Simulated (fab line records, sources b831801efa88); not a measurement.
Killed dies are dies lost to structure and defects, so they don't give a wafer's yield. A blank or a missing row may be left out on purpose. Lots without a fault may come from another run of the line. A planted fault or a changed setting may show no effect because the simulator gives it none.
A struck lot beside a sound one | flow sky130 | 14 steps out of a route of 708
Sound: wafers L293.2, L293.5, L293.6. Struck: wafers L289.1, L289.2, L289.6. The cause comes at the end.
At each step with rows: each side's tool, then ch and its chambers, then its first start. Under that, the readings that differ: sound wafers | struck wafers | difference of the means | sigmas: that difference in standard deviations of wafers without a fault.
alike: readings whose means differ by less than 2 such deviations, and words and numbers that are the same on both sides. not compared: withheld readings, readings that some wafer has no value for, bounds like >300 that may hide the same value, and numbers for which the record gives no deviation and whose values overlap.
The two part at a step that has a row with sigmas, a row that says differs or no value, or rows on one side only. Numbers that don't overlap but have no deviation are shown without sigmas and don't part them. A reading that every wafer of one side lacks parts them only if that side has two wafers or more.

first, 5 steps without rows for these wafers: SKY_RES_XHIGH_SOFTBAKE_03 (time 60 s); SKY_RES_XHIGH_EXPOSE_04 (exposes mask URPM, target cd 1270 nm); SKY_RES_XHIGH_PEB_05; SKY_RES_XHIGH_DEVELOP_06 (develop time 60 s); SKY_RES_XHIGH_IMPLANT_07.
SKY_RES_XHIGH_STRIP_08: strips in O2/N2.
  sound on plasma_asher-04 ch 0,1, day 33 03:29; struck on plasma_asher-03 ch 0,1, day 31 20:13
  reading                      | sound             | struck            | difference | sigmas
  strip_time_to_endpoint_s (s) | 14.32 14.30 14.33 | 14.20 14.20 14.23 | -0.11      | -2
  alike: drypump_motor_current_A, oes_product_au
  not compared: rf_hours_counter_h
SKY_RES_XHIGH_TW_MEAS_09:
  sound on film_metro-02, day 33 03:36; struck on film_metro-04, day 31 20:19
  alike: RES_XHIGH_TW
then, 5 steps without rows for these wafers: SKY_SD_N_DEHYDRATE_00 (time 60 s); SKY_SD_N_HMDS_01 (prime time 60 s); SKY_SD_N_COAT_02 (resist thk 1140 nm); SKY_SD_N_SOFTBAKE_03 (time 60 s); SKY_SD_N_EXPOSE_04 (exposes mask NSDM, target cd 380 nm).
SKY_SD_N_PEB_05:
  sound on litho_track-04 ch 0, day 34 05:16; struck on litho_track-04, day 32 22:50
  reading         | sound          | struck | difference                    | sigmas
  exhaust_pa (Pa) | 43.0 44.5 43.4 | - - -  | no value on the struck wafers |
  not compared: chill_plate_temp_C
then, 1 step without rows for these wafers: SKY_SD_N_DEVELOP_06 (develop time 60 s).

WHERE THEY PART
First at SKY_RES_XHIGH_STRIP_08; last, within this record, at SKY_SD_N_PEB_05.

WHY: what the simulator had put in
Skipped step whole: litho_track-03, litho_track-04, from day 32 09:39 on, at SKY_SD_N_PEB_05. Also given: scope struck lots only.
